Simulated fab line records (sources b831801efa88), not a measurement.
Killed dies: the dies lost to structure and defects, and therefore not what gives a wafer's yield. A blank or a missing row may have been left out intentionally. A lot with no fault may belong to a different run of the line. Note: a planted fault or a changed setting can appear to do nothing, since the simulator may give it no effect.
A struck lot beside a sound one	flow sky130	17 out of 708 route steps
Sound: wafers L391.1, L391.5, L391.6. Struck: wafers L392.3, L392.5 (left out: L392.6, a lot-mate that was not struck); the cause follows at the end.
Per side, at each step with rows, come the tool, then ch with its chambers, and then its first start. Under that, the readings that differ: sound wafers	struck wafers	difference of the means	sigmas: that difference in standard deviations of wafers without a fault.
alike: readings with means less than 2 such deviations apart, plus words and numbers identical on both sides. not compared: withheld readings, readings lacking a value on some wafer, bounds such as >300 that could conceal the same value, and numbers that have no deviation in the record and whose values overlap.
A row with sigmas, a row that says differs or no value, or rows on one side alone: a step with any of these is where the two part. Non-overlapping numbers with no deviation appear without sigmas and do not part them. A reading missing from all wafers of one side parts the sides only when that side holds two or more wafers.

first, 9 steps without rows for these wafers: SKY_CAP2M_CLEAN_17 (cleans in O3/DIW); SKY_METAL4_DEHYDRATE_05 (time 60 s); SKY_METAL4_HMDS_06 (prime time 60 s); SKY_METAL4_COAT_07 (resist thk 60 nm); SKY_METAL4_COAT_08 (resist thk 1140 nm); SKY_METAL4_SOFTBAKE_09 (time 90 s); SKY_METAL4_EXPOSE_10 (exposes mask MM4, target cd 300 nm); SKY_METAL4_PEB_11; SKY_METAL4_DEVELOP_12 (develop time 60 s).
SKY_METAL4_CD_MEAS_13 targets a cd of 300 nm.
  sound: cd sem-01 at day 45 03:16; struck: cd sem-02 at day 45 12:15
  alike: cd nm
SKY_METAL4_OVL_MEAS_14:
  sound: overlay-01 at day 45 03:23; struck: overlay-01 at day 45 12:21
  alike: METAL4_OVL
SKY_METAL4_DESCUM_15: chemistry O2, time 8 s.
  sound on rie metal-04 ch 0,1, day 45 03:25; struck on rie metal-02 ch 0, day 45 12:23
reading	sound	struck	difference	sigmas
drypump motor current A (A)	5.8 6.0 5.9	5.1 5.0	-0.9	-3
  alike: chamber pressure mTorr, oes product au
  not compared: rf hours counter h
SKY_METAL4_ETCH_16: etches BARC in N2/H2, stops on SiO2, time 88.2 s, target depth 60 nm.
  sound on rie metal-04 ch 0,1, day 45 03:27; struck on rie metal-02 ch 0, day 45 12:26
reading	sound	struck	difference	sigmas
drypump motor current A (A)	5.9 6.0 5.8	5.0 5.0	-0.9	-3
model.KrF-thick_of_METAL4_COAT_08.thk nm (nm)	1080 1082 1082	1088 1087	+6	
model.METAL4.cd nm (nm)	299 297.6 297.6	303.3 302.6	+4.9	
  alike: chamber pressure mTorr, n2 flow sccm, oes product au, throttle valve pct
  not compared: rf hours counter h
SKY_METAL4_ETCH_17: etches SiO2 in C4F8/O2/Ar, stops on TiN, time 3.9 s, target depth 15 nm.
  sound on rie diel-01 ch 0,2,3, day 45 03:33; struck on rie diel-03 ch 0,2, day 45 12:30
reading	sound	struck	difference	sigmas
model.METAL4.cd nm (nm)	298.9 297.7 297.6	303.2 302.5	+4.8	
  alike: chamber pressure mTorr, oes product au
  not compared: rf hours counter h
SKY_METAL4_METAL_ETCH_18: etches the open film in Cl2/BCl3, stops on SiO2, target depth 845 nm, time 183.1 s.
  sound on rie metal-03 ch 0,1, day 45 03:34; struck on rie metal-03 ch 0,1, day 45 12:35
reading	sound	struck	difference	sigmas
model.KrF-thick_of_METAL4_COAT_08.thk nm (nm)	520.7 524.9 530.8	541.2 541.9	+16.1	
  alike: chamber pressure mTorr, drypump motor current A, oes product au, throttle valve pct
  not compared: rf hours counter h
SKY_METAL4_STRIP_19: strips in O2/N2.
  sound on plasma asher-02 ch 0,1, day 45 03:45; struck on plasma asher-03 ch 0, day 45 12:44
reading	sound	struck	difference	sigmas
strip time to endpoint s (s)	6.46 6.51 6.57	6.66 6.70	+0.17	+3
  alike: chamber pressure mTorr, drypump motor current A, n2 flow sccm, oes product au
  not compared: rf hours counter h
-- the record jumps here: 4 days lie between the struck wafers' starts before and after (it left off in module METAL4 and takes up again in module PAD_OPEN, whose first step shown is number 708 of the route) --
SKY_PAD_OPEN_PROBE_99:
  sound: prober-01 at day 48 18:56; struck: prober-02 at day 49 01:32
  alike: defect limited yield, killed_at_M0_to_M3, killed_at_M4_up, killed at contacts, killed at front end, killed at other, killed dies, killed open, killed short, sort_bin_3_pad_short, sort_bin_5_function, sort_bin_6_memory, sort n pass, sort yield pct

WHERE THEY PART
Earliest at SKY_METAL4_DESCUM_15; latest, in this record, at SKY_METAL4_STRIP_19. Later steps at which nothing parts them and some readings are alike: SKY_PAD_OPEN_PROBE_99.

WHY: whatever the simulator had introduced
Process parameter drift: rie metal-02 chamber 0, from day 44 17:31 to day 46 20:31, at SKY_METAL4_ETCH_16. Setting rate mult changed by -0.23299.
